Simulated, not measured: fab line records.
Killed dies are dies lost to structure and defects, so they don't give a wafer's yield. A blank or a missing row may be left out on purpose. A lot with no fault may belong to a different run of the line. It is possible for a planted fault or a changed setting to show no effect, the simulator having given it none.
fab line records	flow sky130
[record] lots = 24	wafers = 72	last_day = 50
route steps=708 shown FIELD_ISO@3 POLY_GATE@228 LDD_LDN@302 METAL4@629 METAL5@677
lots that met no fault: from a run of the same line without faults
start_h: the number of hours between the record's first day and the start of the first shown wafer of the lot	wait_h: time in hours since the lot's previous step	" identical to the entry in the row above	L1.1+2: one row covering several wafers at once	- no value, or no start was given	* or withheld: withheld	< > ~ a bound
route shown NAME@n: names a module that has steps shown in the file, with the first one's number in the route	usual: mean and standard deviation over wafers with no fault	same: alike in all rows	chamber/n: place in a boat	sites: per-site readings	_std_site: how widely they spread, as a standard deviation	_edge_site: outer sites' mean less inner sites'	radius_mm: how far each site lies from the wafer's centre	mask NAME#n: copy n	behind: the most recent tool/chamber to have shaped the wafer	hold: why the lot was held/for how many hours/how that ended	device: names the non-switching transistor (n, p or np)	end of line: the tests these same wafers got at the end of their route	a step with no rows: only its recipe	killed: count of dies lost to structure and defects at first sort (not the wafer's yield)	map: dies across one wafer; x = killed, . = not, _ = none there
set.NAME: the setting that was run; set.NAME@STEP: the one run at that earlier step	model.NAME: the simulator's own value behind a step, which no gauge read
one table for each step of the route and one row for each wafer, over a sample of lots
services: from which hour (start_h, from the record's first day; less than 0 if before it) a tool's chamber was out of use, for how many hours, and why
[[steps]]
[step SKY_FIELD_ISO_THK_MEAS_02]
[recipe] reads = SiO2_of_FIELD_ISO_OXIDATION_01
[usual] FIELD_ISO_OXIDATION_00_THK = 11.88/0.24
lot.wafer	tool	chamber	start_h	wait_h	FIELD_ISO_OXIDATION_00_THK[nm]
L074.1	film_metro-01	-	11.89	0.0	11.62
L074.3	"	-	"	"	11.54
L074.6	"	-	"	"	11.58
L075.1	film_metro-04	-	16.77	0.0	11.43
L075.3	"	-	"	"	11.69
L075.5	"	-	"	"	11.52
L076.2	film_metro-01	-	22.09	0.0	12.36
L076.4	"	-	"	"	12.50
L076.5	"	-	"	"	12.29
L077.1	film_metro-01	-	27.88	0.0	11.50
L077.4	"	-	"	"	11.91
L077.5	"	-	"	"	11.96
L078.1	film_metro-01	-	31.63	0.0	11.47
L078.2	"	-	"	"	11.49
L078.5	"	-	"	"	11.49
L079.1	film_metro-04	-	36.63	0.0	12.16
L079.3	"	-	"	"	12.00
L079.6	"	-	"	"	12.09
L080.2	film_metro-04	-	42.16	0.0	11.77
L080.3	"	-	"	"	11.94
L080.4	"	-	"	"	11.96
L081.2	film_metro-04	-	47.30	0.0	11.68
L081.5	"	-	"	"	11.84
L081.6	"	-	"	"	11.98
L082.2	film_metro-01	-	52.85	0.0	11.77
L082.3	"	-	"	"	11.95
L082.4	"	-	"	"	11.97
L083.4	film_metro-04	-	57.50	0.0	12.21
L083.5	"	-	"	"	12.01
L083.6	"	-	"	"	12.33
L084.1	film_metro-02	-	61.88	0.0	12.13
L084.2	"	-	"	"	12.17
L084.5	"	-	"	"	12.20
L085.2	film_metro-04	-	68.28	0.0	11.50
L085.4	"	-	"	"	11.54
L085.6	"	-	"	"	11.83
L086.3	film_metro-01	-	73.14	0.0	11.98
L086.4	"	-	"	"	11.71
L086.5	"	-	"	"	11.94
L087.1	film_metro-01	-	81.64	0.0	11.68
L087.3	"	-	"	"	11.64
L087.5	"	-	"	"	11.64
L088.4	film_metro-02	-	81.70	0.1	11.73
L088.5	"	-	"	"	11.95
L088.6	"	-	"	"	11.95
L089.1	film_metro-02	-	93.93	0.0	11.60
L089.3	"	-	"	"	11.74
L089.4	"	-	"	"	11.65
L090.2	film_metro-01	-	93.94	0.0	11.78
L090.5	"	-	"	"	11.79
L090.6	"	-	"	"	11.80
L091.1	film_metro-01	-	104.18	0.0	12.30
L091.3	"	-	"	"	12.37
L091.5	"	-	"	"	12.30
L092.3	film_metro-04	-	104.20	0.0	11.94
L092.5	"	-	"	"	11.96
L092.6	"	-	"	"	12.02
L093.1	film_metro-01	-	110.45	0.0	11.78
L093.3	"	-	"	"	11.92
L093.6	"	-	"	"	11.80
L094.1	film_metro-01	-	113.37	0.0	11.75
L094.3	"	-	"	"	11.76
L094.4	"	-	"	"	11.78
L095.1	film_metro-02	-	117.98	0.0	12.00
L095.3	"	-	"	"	12.02
L095.6	"	-	"	"	12.00
L096.1	film_metro-02	-	121.63	0.0	11.97
L096.3	"	-	"	"	11.84
L096.5	"	-	"	"	11.56
L097.1	film_metro-01	-	126.70	0.0	11.86
L097.3	"	-	"	"	11.84
L097.5	"	-	"	"	11.77
[step SKY_POLY_GATE_OVL_MEAS_14]
[usual] POLY_GATE_OVL = -4/4.8
lot.wafer	tool	chamber	start_h	wait_h	POLY_GATE_OVL[nm]
L074.1	overlay-02	-	364.98	0.1	-1
L074.3	"	-	"	"	-5
L074.6	"	-	"	"	2
L075.1	overlay-01	-	368.39	0.1	-9
L075.3	"	-	"	"	-12
L075.5	"	-	"	"	-13
L077.1	overlay-02	-	386.58	0.1	-15
L077.4	"	-	"	"	-8
L077.5	"	-	"	"	-13
L076.2	overlay-01	-	386.85	0.1	-9
L076.4	"	-	"	"	-7
L076.5	"	-	"	"	-2
L078.1	overlay-02	-	397.14	0.1	-2
L078.2	"	-	"	"	-5
L078.5	"	-	"	"	-3
L079.1	overlay-01	-	406.13	0.1	-7
L079.3	"	-	"	"	-10
L079.6	"	-	"	"	-9
L080.2	overlay-02	-	418.13	0.1	-1
L080.3	"	-	"	"	0
L080.4	"	-	"	"	0
L081.2	overlay-01	-	425.68	0.1	-4
L081.5	"	-	"	"	1
L081.6	"	-	"	"	-6
L082.2	overlay-01	-	455.98	0.1	-14
L082.3	"	-	"	"	1
L082.4	"	-	"	"	-5
L084.1	overlay-01	-	474.29	0.1	0
L084.2	"	-	"	"	4
L084.5	"	-	"	"	-3
L083.4	overlay-02	-	475.61	0.1	4
L083.5	"	-	"	"	-1
L083.6	"	-	"	"	-2
L085.2	overlay-01	-	480.48	0.1	-2
L085.4	"	-	"	"	-1
L085.6	"	-	"	"	-2
L086.3	overlay-02	-	499.97	0.1	3
L086.4	"	-	"	"	-5
L086.5	"	-	"	"	5
L087.1	overlay-01	-	504.03	0.1	7
L087.3	"	-	"	"	-1
L087.5	"	-	"	"	-5
L088.4	overlay-02	-	504.19	0.1	-8
L088.5	"	-	"	"	-2
L088.6	"	-	"	"	-11
L089.1	overlay-02	-	510.28	0.1	0
L089.3	"	-	"	"	1
L089.4	"	-	"	"	2
L090.2	overlay-01	-	513.33	0.1	-4
L090.5	"	-	"	"	-8
L090.6	"	-	"	"	2
L092.3	overlay-02	-	520.49	0.1	-5
L092.5	"	-	"	"	-6
L092.6	"	-	"	"	0
L091.1	overlay-01	-	525.39	0.1	-7
L091.3	"	-	"	"	-7
L091.5	"	-	"	"	-4
L093.1	overlay-01	-	550.63	0.1	-3
L093.3	"	-	"	"	1
L093.6	"	-	"	"	0
L094.1	overlay-01	-	554.58	0.1	-6
L094.3	"	-	"	"	6
L094.4	"	-	"	"	8
L095.1	overlay-01	-	557.98	0.1	0
L095.3	"	-	"	"	2
L095.6	"	-	"	"	-10
L096.1	overlay-02	-	562.59	0.1	-11
L096.3	"	-	"	"	-14
L096.5	"	-	"	"	-7
L097.1	overlay-01	-	565.28	0.1	-4
L097.3	"	-	"	"	-5
L097.5	"	-	"	"	-3
[step SKY_POLY_GATE_ETCH_16]
[recipe] stop_on = poly-Si	chemistry = CH3F/O2	target = Si3N4	source_w = 400	bias_w = 80	pressure_mtorr = 25	ch3f_flow_sccm = 40	O2_flow_sccm = 30	time_s = 147.5	target_depth_a = 750
[usual] chamber_pressure_mTorr = 25.002/0.026	drypump_motor_current_A = 5.8/0.36	oes_product_au = 0.641/0.0054	throttle_valve_pct = 10.535/0.0087
lot.wafer	tool	chamber	start_h	wait_h	chamber_pressure_mTorr	drypump_motor_current_A	oes_product_au	rf_hours_counter_h	throttle_valve_pct
L074.1	rie_diel-01	1	365.10	0.0	24.957	6.0	0.642	4	10.531
L074.3	"	3	"	"	25.027	5.6	0.644	116	10.537
L074.6	"	2	"	"	25.102	5.1	0.639	-	10.545
L075.1	rie_diel-01	3	368.51	0.0	25.028	5.6	0.647	116	10.542
L075.3	"	1	"	"	24.938	6.0	0.640	4	10.565
L075.5	"	3	"	"	25.031	5.6	0.646	-	10.529
L077.1	rie_diel-01	1	386.69	0.0	24.982	6.0	0.640	4	10.529
L077.4	"	2	"	"	24.980	5.1	0.642	-	10.534
L077.5	"	0	"	"	24.972	5.4	0.647	-	10.554
L076.2	rie_diel-03	1	386.96	0.0	25.021	5.7	0.642	30	10.538
L076.4	"	2	"	"	25.000	5.4	0.643	29	10.538
L076.5	"	1	"	"	25.048	5.6	0.645	-	10.538
L078.1	rie_diel-03	2	397.26	0.0	24.932	5.4	0.639	29	10.550
L078.2	"	3	"	"	24.986	5.8	0.644	94	10.525
L078.5	"	1	"	"	24.953	5.7	0.638	-	10.548
L079.1	rie_diel-03	0	406.24	0.0	24.974	5.8	0.633	5	10.528
L079.3	"	1	"	"	24.978	5.7	0.643	30	10.534
L079.6	"	0	"	"	24.991	5.8	0.642	-	10.551
L080.2	rie_diel-01	3	418.24	0.0	24.983	5.7	0.641	1	10.525
L080.3	"	2	"	"	24.996	5.1	0.635	7	10.539
L080.4	"	1	"	"	25.026	6.0	0.647	5	10.533
L081.2	rie_diel-02	2	425.79	0.0	25.050	6.2	0.639	66	10.537
L081.5	"	0	"	"	24.963	6.2	0.643	-	10.543
L081.6	"	1	"	"	25.000	6.1	0.640	-	10.536
L082.2	rie_diel-01	1	456.09	0.0	24.996	6.0	0.641	6	10.529
L082.3	"	3	"	"	25.029	5.7	0.639	1	10.547
L082.4	"	0	"	"	25.041	5.4	0.646	-	10.542
L084.1	rie_diel-02	0	474.41	0.0	24.997	6.3	0.630	61	10.535
L084.2	"	3	"	"	24.982	5.8	0.639	29	10.531
L084.5	"	3	"	"	25.018	5.8	0.636	-	10.540
L083.4	rie_diel-01	2	475.76	0.0	25.020	5.1	0.640	-	10.536
L083.5	"	3	"	"	25.012	5.6	0.635	-	10.535
L083.6	"	1	"	"	25.001	6.0	0.639	-	10.529
L085.2	rie_diel-01	1	480.59	0.0	24.974	6.0	0.643	7	10.526
L085.4	"	3	"	"	24.998	5.6	0.636	-	10.532
L085.6	"	2	"	"	24.962	5.1	0.641	-	10.529
L086.3	rie_diel-03	0	500.07	0.0	25.018	5.8	0.644	7	10.532
L086.4	"	3	"	"	24.994	5.8	0.649	0	10.514
L086.5	"	1	"	"	25.030	5.7	0.652	-	10.532
L087.1	rie_diel-02	3	504.14	0.0	24.976	5.8	0.636	30	10.528
L087.3	"	2	"	"	25.000	6.2	0.628	67	10.526
L087.5	"	2	"	"	25.005	6.2	0.645	-	10.534
L088.4	rie_diel-01	0	504.29	0.0	24.984	5.4	0.634	2	10.539
L088.5	"	0	"	"	24.988	5.4	0.637	-	10.530
L088.6	"	1	"	"	24.995	6.0	0.645	-	10.530
L089.1	rie_diel-02	1	510.39	0.0	24.978	6.1	0.645	3	10.541
L089.3	"	3	"	"	25.005	5.8	0.636	30	10.536
L089.4	"	0	"	"	25.015	6.3	0.632	61	10.539
L090.2	rie_diel-01	3	513.44	0.0	24.985	5.7	0.642	3	10.537
L090.5	"	2	"	"	25.006	5.1	0.644	-	10.538
L090.6	"	3	"	"	24.994	5.7	0.635	-	10.539
L092.3	rie_diel-02	1	520.59	0.0	25.006	6.1	0.643	4	10.552
L092.5	"	0	"	"	25.019	6.3	0.647	-	10.533
L092.6	"	1	"	"	24.958	6.1	0.648	-	10.539
L091.1	rie_diel-02	3	525.51	0.0	24.998	5.8	0.643	30	10.536
L091.3	"	1	"	"	24.993	6.1	0.649	4	10.530
L091.5	"	0	"	"	25.089	6.3	0.647	-	10.538
L093.1	rie_diel-02	3	550.74	0.0	24.995	5.8	0.639	31	10.523
L093.3	"	1	"	"	25.029	6.1	0.642	4	10.542
L093.6	"	1	"	"	25.019	6.1	0.643	-	10.526
L094.1	rie_diel-03	3	554.69	0.0	24.998	5.8	0.637	0	10.539
L094.3	"	0	"	"	25.013	5.8	0.646	8	10.532
L094.4	"	1	"	"	24.996	5.7	0.652	33	10.537
L095.1	rie_diel-02	1	558.09	0.0	24.985	6.1	0.648	5	10.528
L095.3	"	0	"	"	24.988	6.2	0.644	63	10.533
L095.6	"	3	"	"	25.009	5.8	0.646	-	10.531
L096.1	rie_diel-01	2	562.71	0.0	25.016	5.1	0.653	10	10.531
L096.3	"	3	"	"	25.021	5.6	0.643	4	10.543
L096.5	"	3	"	"	25.014	5.7	0.649	-	10.532
L097.1	rie_diel-01	1	565.39	0.0	25.029	5.9	0.645	8	10.548
L097.3	"	3	"	"	25.046	5.6	0.644	4	10.539
L097.5	"	2	"	"	24.983	5.1	0.630	-	10.532
[step SKY_LDD_LDN_TW_MEAS_13]
[usual] LDD_LDN_TW = 1487/7.3
lot.wafer	tool	chamber	start_h	wait_h	LDD_LDN_TW
L074.1	film_metro-02	-	520.23	0.1	1492
L074.3	"	-	"	"	1487
L074.6	"	-	"	"	1490
L075.1	film_metro-02	-	521.99	0.1	1485
L075.3	"	-	"	"	1484
L075.5	"	-	"	"	1486
L076.2	film_metro-02	-	540.69	0.1	1482
L076.4	"	-	"	"	1480
L076.5	"	-	"	"	1486
L077.1	film_metro-02	-	541.49	0.1	1476
L077.4	"	-	"	"	1474
L077.5	"	-	"	"	1492
L078.1	film_metro-02	-	552.04	0.1	1480
L078.2	"	-	"	"	1481
L078.5	"	-	"	"	1474
L079.1	film_metro-02	-	561.28	0.1	1477
L079.3	"	-	"	"	1492
L079.6	"	-	"	"	1480
L080.2	film_metro-04	-	573.00	0.1	1496
L080.3	"	-	"	"	1501
L080.4	"	-	"	"	1491
L081.2	film_metro-01	-	581.85	0.1	1495
L081.5	"	-	"	"	1484
L081.6	"	-	"	"	1482
L082.2	film_metro-04	-	611.25	0.1	1491
L082.3	"	-	"	"	1478
L082.4	"	-	"	"	1493
L084.1	film_metro-01	-	626.99	0.1	1493
L084.2	"	-	"	"	1497
L084.5	"	-	"	"	1499
L083.4	film_metro-01	-	628.82	0.1	1491
L083.5	"	-	"	"	1483
L083.6	"	-	"	"	1500
L085.2	film_metro-01	-	634.59	0.1	1498
L085.4	"	-	"	"	1498
L085.6	"	-	"	"	1492
L086.3	film_metro-02	-	652.30	0.1	1491
L086.4	"	-	"	"	1483
L086.5	"	-	"	"	1479
L087.1	film_metro-01	-	654.99	0.1	1493
L087.3	"	-	"	"	1492
L087.5	"	-	"	"	1486
L088.4	film_metro-02	-	655.76	0.1	1487
L088.5	"	-	"	"	1482
L088.6	"	-	"	"	1488
L089.1	film_metro-04	-	658.94	0.1	1486
L089.3	"	-	"	"	1492
L089.4	"	-	"	"	1491
L090.2	film_metro-02	-	663.94	0.1	1487
L090.5	"	-	"	"	1486
L090.6	"	-	"	"	1491
L092.3	film_metro-04	-	669.96	0.1	1481
L092.5	"	-	"	"	1485
L092.6	"	-	"	"	1491
L091.1	film_metro-04	-	673.93	0.1	1486
L091.3	"	-	"	"	1483
L091.5	"	-	"	"	1487
L093.1	film_metro-02	-	698.19	0.1	1490
L093.3	"	-	"	"	1484
L093.6	"	-	"	"	1479
L094.1	film_metro-01	-	702.94	0.1	1503
L094.3	"	-	"	"	1502
L094.4	"	-	"	"	1492
L095.1	film_metro-02	-	704.49	0.1	1472
L095.3	"	-	"	"	1474
L095.6	"	-	"	"	1485
L096.1	film_metro-02	-	709.89	0.1	1487
L096.3	"	-	"	"	1483
L096.5	"	-	"	"	1473
L097.1	film_metro-02	-	711.09	0.1	1482
L097.3	"	-	"	"	1486
L097.5	"	-	"	"	1481
[step SKY_METAL4_CD_MEAS_13]
[recipe] target_cd_nm = 300
[usual] cd_nm = 299.2/1.5
lot.wafer	tool	chamber	start_h	wait_h	cd_nm
L074.1	cd_sem-02	-	971.56	-	300.5
L074.3	"	-	"	"	300.7
L074.6	"	-	"	"	300.0
L075.1	cd_sem-02	-	973.61	-	299.8
L075.3	"	-	"	"	299.0
L075.5	"	-	"	"	298.3
L076.2	cd_sem-01	-	986.42	-	300.5
L076.4	"	-	"	"	300.5
L076.5	"	-	"	"	302.2
L077.1	cd_sem-01	-	990.08	-	297.8
L077.4	"	-	"	"	298.0
L077.5	"	-	"	"	297.4
L078.1	cd_sem-01	-	996.92	-	298.9
L078.2	"	-	"	"	299.1
L078.5	"	-	"	"	299.0
L079.1	cd_sem-01	-	1005.25	-	299.7
L079.3	"	-	"	"	298.1
L079.6	"	-	"	"	298.7
L080.2	cd_sem-01	-	1014.52	-	299.6
L080.3	"	-	"	"	301.4
L080.4	"	-	"	"	298.9
L081.2	cd_sem-02	-	1025.73	-	298.2
L081.5	"	-	"	"	298.4
L081.6	"	-	"	"	297.2
L082.2	cd_sem-01	-	1044.33	-	299.8
L082.3	"	-	"	"	297.8
L082.4	"	-	"	"	295.6
L083.4	cd_sem-02	-	1056.12	-	298.8
L083.5	"	-	"	"	299.4
L083.6	"	-	"	"	299.0
L084.1	cd_sem-01	-	1058.45	-	300.5
L084.2	"	-	"	"	299.5
L084.5	"	-	"	"	302.4
L085.2	cd_sem-02	-	1064.94	-	299.5
L085.4	"	-	"	"	298.6
L085.6	"	-	"	"	297.9
L086.3	cd_sem-01	-	1072.75	-	296.0
L086.4	"	-	"	"	295.7
L086.5	"	-	"	"	295.3
L087.1	cd_sem-01	-	1077.66	-	298.1
L087.3	"	-	"	"	300.7
L087.5	"	-	"	"	299.0
L088.4	cd_sem-01	-	1078.21	-	299.6
L088.5	"	-	"	"	298.5
L088.6	"	-	"	"	298.8
L089.1	cd_sem-01	-	1081.11	-	300.3
L089.3	"	-	"	"	300.9
L089.4	"	-	"	"	299.7
L090.2	cd_sem-01	-	1085.23	-	299.8
L090.5	"	-	"	"	298.5
L090.6	"	-	"	"	298.5
L092.3	cd_sem-02	-	1090.65	-	300.1
L092.5	"	-	"	"	300.5
L092.6	"	-	"	"	298.2
L091.1	cd_sem-01	-	1091.51	-	298.2
L091.3	"	-	"	"	299.2
L091.5	"	-	"	"	297.3
L093.1	cd_sem-02	-	1108.80	-	299.1
L093.3	"	-	"	"	300.5
L093.6	"	-	"	"	300.8
L094.1	cd_sem-01	-	1114.06	-	299.8
L094.3	"	-	"	"	299.0
L094.4	"	-	"	"	299.4
L095.1	cd_sem-02	-	1114.16	-	300.3
L095.3	"	-	"	"	299.8
L095.6	"	-	"	"	299.8
L096.1	cd_sem-02	-	1114.65	-	301.4
L096.3	"	-	"	"	300.8
L096.5	"	-	"	"	301.0
L097.1	cd_sem-01	-	1119.96	-	299.2
L097.3	"	-	"	"	300.4
L097.5	"	-	"	"	299.9
[step SKY_METAL5_STRIP_16]
[recipe] chemistry = O2/N2	power_w = 1400	pressure_mtorr = 1500	platen_temp_c = withheld	o2_flow_sccm = 3000	n2_flow_sccm = 300	overash_fraction = 0.5
[usual] chamber_pressure_mTorr = 1500.0/1.6	drypump_motor_current_A = 5.7/0.44	n2_flow_sccm = 299.9/0.88	oes_product_au = 0.710/0.0047	strip_time_to_endpoint_s = 13.06/0.1
[same] overash_fraction = 0.5
lot.wafer	tool	chamber	start_h	wait_h	chamber_pressure_mTorr	drypump_motor_current_A	n2_flow_sccm	oes_product_au	rf_hours_counter_h	strip_time_to_endpoint_s
L074.1	plasma_asher-03	0	1022.13	0.2	1499.0	6.2	299.9	0.711	112	13.07
L074.3	"	1	"	"	1499.7	5.9	300.7	0.706	-	13.13
L074.6	"	1	"	"	1500.6	5.9	298.6	0.718	-	13.13
L075.1	plasma_asher-03	0	1023.59	0.2	1501.6	6.2	301.0	0.709	113	13.22
L075.3	"	0	"	"	1501.1	6.2	300.3	0.710	-	13.14
L075.5	"	0	"	"	1497.7	6.2	301.5	0.710	-	13.08
L076.2	plasma_asher-04	1	1036.62	0.2	1499.5	5.8	300.9	0.708	29	13.11
L076.4	"	1	"	"	1500.8	5.8	301.6	0.702	-	13.16
L076.5	"	1	"	"	1501.2	5.8	302.0	0.713	-	13.24
L077.1	plasma_asher-04	0	1039.32	0.2	1500.6	5.9	300.1	0.708	29	13.16
L077.4	"	1	"	"	1498.4	5.7	299.8	0.714	-	13.04
L077.5	"	1	"	"	1497.9	5.7	299.2	0.707	-	12.97
L078.1	plasma_asher-02	0	1046.03	0.2	1498.9	5.7	299.1	0.717	61	13.00
L078.2	"	1	"	"	1498.6	4.7	299.8	0.702	61	13.02
L078.5	"	1	"	"	1500.2	4.7	299.1	0.718	-	12.97
L079.1	plasma_asher-04	1	1053.04	0.2	1501.6	5.8	300.1	0.708	31	12.99
L079.3	"	0	"	"	1501.5	5.8	299.9	0.715	-	12.91
L079.6	"	0	"	"	1499.7	5.9	298.8	0.706	-	13.04
L080.2	plasma_asher-04	1	1060.74	0.2	1500.0	5.8	300.4	0.704	31	13.10
L080.3	"	1	"	"	1499.1	5.8	298.8	0.708	-	13.12
L080.4	"	0	"	"	1500.6	5.8	299.6	0.708	-	13.13
L081.2	plasma_asher-03	1	1071.39	0.2	1498.8	5.9	299.3	0.710	0	13.03
L081.5	"	0	"	"	1499.8	6.2	299.2	0.715	-	13.12
L081.6	"	1	"	"	1499.3	5.9	299.8	0.713	-	13.07
L082.2	plasma_asher-03	0	1088.17	0.2	1497.7	6.2	299.0	0.711	2	12.99
L082.3	"	0	"	"	1498.6	6.2	300.5	0.709	-	12.90
L082.4	"	1	"	"	1500.2	5.9	299.3	0.711	-	12.94
L083.4	plasma_asher-04	0	1100.76	0.1	1500.8	5.9	300.3	0.716	-	12.92
L083.5	"	1	"	"	1501.6	5.8	300.0	0.704	-	13.01
L083.6	"	0	"	"	1500.5	5.9	301.5	0.708	-	12.91
L084.1	plasma_asher-04	0	1102.60	0.4	1500.4	5.9	300.3	0.719	36	12.81
L084.2	"	1	"	"	1501.1	5.7	299.8	0.709	36	12.96
L084.5	"	1	"	"	1501.4	5.8	299.2	0.705	-	12.89
L085.2	plasma_asher-02	1	1109.33	0.2	1496.4	4.7	301.9	0.710	67	13.00
L085.4	"	1	"	"	1500.1	4.7	300.6	0.712	-	13.07
L085.6	"	1	"	"	1500.9	4.7	300.6	0.707	-	12.99
L086.3	plasma_asher-04	1	1116.05	0.1	1498.0	5.8	296.6	0.708	-	13.02
L086.4	"	0	"	"	1500.5	5.9	301.0	0.708	-	13.00
L086.5	"	0	"	"	1501.2	5.9	299.7	0.703	-	12.89
L087.1	plasma_asher-04	0	1120.37	0.2	1497.8	5.9	300.6	0.711	38	13.32
L087.3	"	0	"	"	1502.3	5.9	300.0	0.710	-	13.12
L087.5	"	1	"	"	1496.9	5.8	299.0	0.714	-	13.10
L088.4	plasma_asher-02	1	1122.01	0.1	1500.8	4.7	300.1	0.713	-	13.23
L088.5	"	1	"	"	1500.6	4.7	299.1	0.707	-	13.26
L088.6	"	0	"	"	1500.2	5.7	300.2	0.715	-	13.31
L089.1	plasma_asher-02	0	1123.69	0.2	1499.2	5.7	299.7	0.704	68	12.98
L089.3	"	0	"	"	1498.8	5.7	299.2	0.716	-	12.87
L089.4	"	1	"	"	1500.0	4.7	299.7	0.704	-	13.06
L090.2	plasma_asher-02	0	1128.32	0.2	1501.8	5.7	299.2	0.711	69	13.07
L090.5	"	1	"	"	1499.7	4.7	300.1	0.707	-	13.10
L090.6	"	0	"	"	1500.1	5.7	298.7	0.712	-	12.91
L092.3	plasma_asher-04	1	1133.13	0.1	1502.5	5.8	300.1	0.715	-	13.09
L092.5	"	0	"	"	1499.8	5.9	300.6	0.715	-	13.06
L092.6	"	1	"	"	1498.8	5.8	301.0	0.705	-	13.04
L091.1	plasma_asher-03	1	1133.39	0.2	1503.4	5.9	299.0	0.706	6	13.19
L091.3	"	1	"	"	1501.5	5.9	300.1	0.713	-	13.16
L091.5	"	0	"	"	1499.2	6.2	300.3	0.705	-	13.20
L093.1	plasma_asher-04	1	1151.09	0.2	1504.8	5.7	300.9	0.715	41	13.08
L093.3	"	0	"	"	1501.9	5.9	299.8	0.710	-	13.14
L093.6	"	1	"	"	1498.3	5.8	301.6	0.711	-	13.17
L094.1	plasma_asher-03	1	1155.08	0.2	1502.5	5.9	300.8	0.707	8	13.16
L094.3	"	0	"	"	1497.6	6.2	299.2	0.716	-	13.09
L094.4	"	1	"	"	1499.4	5.9	299.8	0.712	-	13.22
L095.1	plasma_asher-02	0	1155.47	0.2	1502.2	5.7	299.6	0.711	71	13.06
L095.3	"	1	"	"	1499.2	4.7	297.8	0.719	-	13.09
L095.6	"	0	"	"	1501.7	5.7	301.3	0.703	-	12.97
L096.1	plasma_asher-03	1	1156.04	0.4	1501.7	5.9	299.5	0.701	8	12.97
L096.3	"	1	"	"	1499.4	5.9	299.0	0.714	-	13.05
L096.5	"	0	"	"	1497.7	6.2	300.3	0.702	-	13.00
L097.1	plasma_asher-02	0	1160.99	0.2	1500.0	5.7	300.3	0.714	72	13.15
L097.3	"	1	"	"	1499.8	4.7	299.3	0.706	-	13.15
L097.5	"	0	"	"	1501.0	5.7	299.7	0.709	-	13.05
[[services]]
tool	chamber	start_h	hours	kind
rie_diel-01	3	350.24	5.3	repair
rie_diel-02	1	388.93	3.6	repair
rie_diel-01	2	453.89	3.9	repair
rie_diel-01	0	468.28	34.2	repair
rie_diel-02	2	629.45	20.4	repair
rie_diel-02	3	634.84	6.0	repair
rie_diel-01	0	635.23	5.8	repair
rie_diel-01	-	636.04	2.8	pm
rie_diel-01	0	646.89	18.4	repair
rie_diel-02	3	650.54	15.5	repair
rie_diel-01	2	686.71	35.9	repair
rie_diel-01	0	720.45	3.4	repair
plasma_asher-04	-	733.75	9.0	pm
plasma_asher-04	-	771.67	2.8	pm
rie_diel-02	2	787.14	2.9	repair
rie_diel-01	2	791.93	15.2	repair
rie_diel-01	3	818.91	7.6	repair
rie_diel-02	-	860.03	1.2	repair
rie_diel-02	1	890.57	4.6	repair
rie_diel-02	-	898.53	0.5	repair
rie_diel-01	2	947.22	28.2	repair
rie_diel-01	-	960.00	0.8	repair
plasma_asher-04	-	1026.44	2.3	repair
plasma_asher-04	-	1027.85	2.2	repair
[[key]]
fault none
